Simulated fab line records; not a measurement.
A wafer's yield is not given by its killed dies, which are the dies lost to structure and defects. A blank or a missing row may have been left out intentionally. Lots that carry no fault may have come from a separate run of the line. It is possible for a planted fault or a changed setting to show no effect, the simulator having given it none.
Chamber matching / flow gf180mcu / 3 sister chambers for GF_CONTACT_CVD_02 on pecvd-03
The step deposits SiO2 from TEOS, target thk 860 nm, time 95.992 s. 16 wafers are shown with their chamber, then 8 later ones without.

WAFERS, EACH WITH ITS CHAMBER
wafer=L502.1; chamber=0; heater-power-w (W)=590; rf-fwd-power-W (W)=596.9
wafer=L502.4; chamber=1; heater-power-w (W)=732; rf-fwd-power-W (W)=594.1
wafer=L502.5; chamber=2; heater-power-w (W)=635; rf-fwd-power-W (W)=597.5
wafer=L507.2; chamber=2; heater-power-w (W)=612; rf-fwd-power-W (W)=596.6
wafer=L507.4; chamber=1; heater-power-w (W)=726; rf-fwd-power-W (W)=594.3
wafer=L507.6; chamber=0; heater-power-w (W)=471; rf-fwd-power-W (W)=597.3
wafer=L508.2; chamber=1; heater-power-w (W)=730; rf-fwd-power-W (W)=593.7
wafer=L508.5; chamber=0; heater-power-w (W)=525; rf-fwd-power-W (W)=596.2
wafer=L508.6; chamber=1; heater-power-w (W)=750; rf-fwd-power-W (W)=596.8
wafer=L512.1; chamber=2; heater-power-w (W)=614; rf-fwd-power-W (W)=596.1
wafer=L512.2; chamber=1; heater-power-w (W)=746; rf-fwd-power-W (W)=593.6
wafer=L512.5; chamber=1; heater-power-w (W)=760; rf-fwd-power-W (W)=593.5
wafer=L514.2; chamber=1; heater-power-w (W)=744; rf-fwd-power-W (W)=597.9
wafer=L514.4; chamber=1; heater-power-w (W)=587; rf-fwd-power-W (W)=597.6
wafer=L514.5; chamber=0; heater-power-w (W)=558; rf-fwd-power-W (W)=591.6
wafer=L515.1; chamber=0; heater-power-w (W)=480; rf-fwd-power-W (W)=595.8

SIGNATURES, as means of the wafers listed above
reading=heater-power-w; chamber 0=524.80; chamber 1=721.88; chamber 2=620.33; scatter within a chamber=49.8
reading=rf-fwd-power-W; chamber 0=595.560; chamber 1=595.188; chamber 2=596.733; scatter within a chamber=1.91
Rule: for a wafer and a chamber, the distance is found by dividing, reading by reading, the gap between the wafer's reading and the chamber's mean by the reading's scatter, squaring, summing and taking the root. The wafer belongs to the nearest chamber; if the next one is less than 2 further off, it can't be placed. How the scatter is found: for the shown wafers, subtract from each reading the mean of its chamber, square and add these, divide the total by (wafers less chambers), then take the root.

WAFERS WITHOUT THEIR CHAMBER
wafer=L515.3; heater-power-w (W)=635; rf-fwd-power-W (W)=592.4
wafer=L515.4; heater-power-w (W)=511; rf-fwd-power-W (W)=594.3
wafer=L517.1; heater-power-w (W)=606; rf-fwd-power-W (W)=595.7
wafer=L517.3; heater-power-w (W)=595; rf-fwd-power-W (W)=597.7
wafer=L517.4; heater-power-w (W)=661; rf-fwd-power-W (W)=598.6
wafer=L519.2; heater-power-w (W)=643; rf-fwd-power-W (W)=595.2
wafer=L519.3; heater-power-w (W)=584; rf-fwd-power-W (W)=598.9
wafer=L519.4; heater-power-w (W)=697; rf-fwd-power-W (W)=594.2

EACH ONE'S CHAMBER
wafer=L515.3; from the rows above=can't be placed: 1 or 2 or 0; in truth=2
wafer=L515.4; from the rows above=can't be placed: 0 or 2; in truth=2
wafer=L517.1; from the rows above=can't be placed: 2 or 0 or 1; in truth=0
wafer=L517.3; from the rows above=can't be placed: 2 or 0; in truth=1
wafer=L517.4; from the rows above=can't be placed: 2 or 1 or 0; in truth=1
wafer=L519.2; from the rows above=can't be placed: 2 or 1 or 0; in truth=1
wafer=L519.3; from the rows above=can't be placed: 2 or 0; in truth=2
wafer=L519.4; from the rows above=can't be placed: 1 or 2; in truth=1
Placed correctly: 0 of 8. Cannot be placed on the basis of these rows: 8; the candidates contain the true chamber in 7. Wrongly placed: 0.
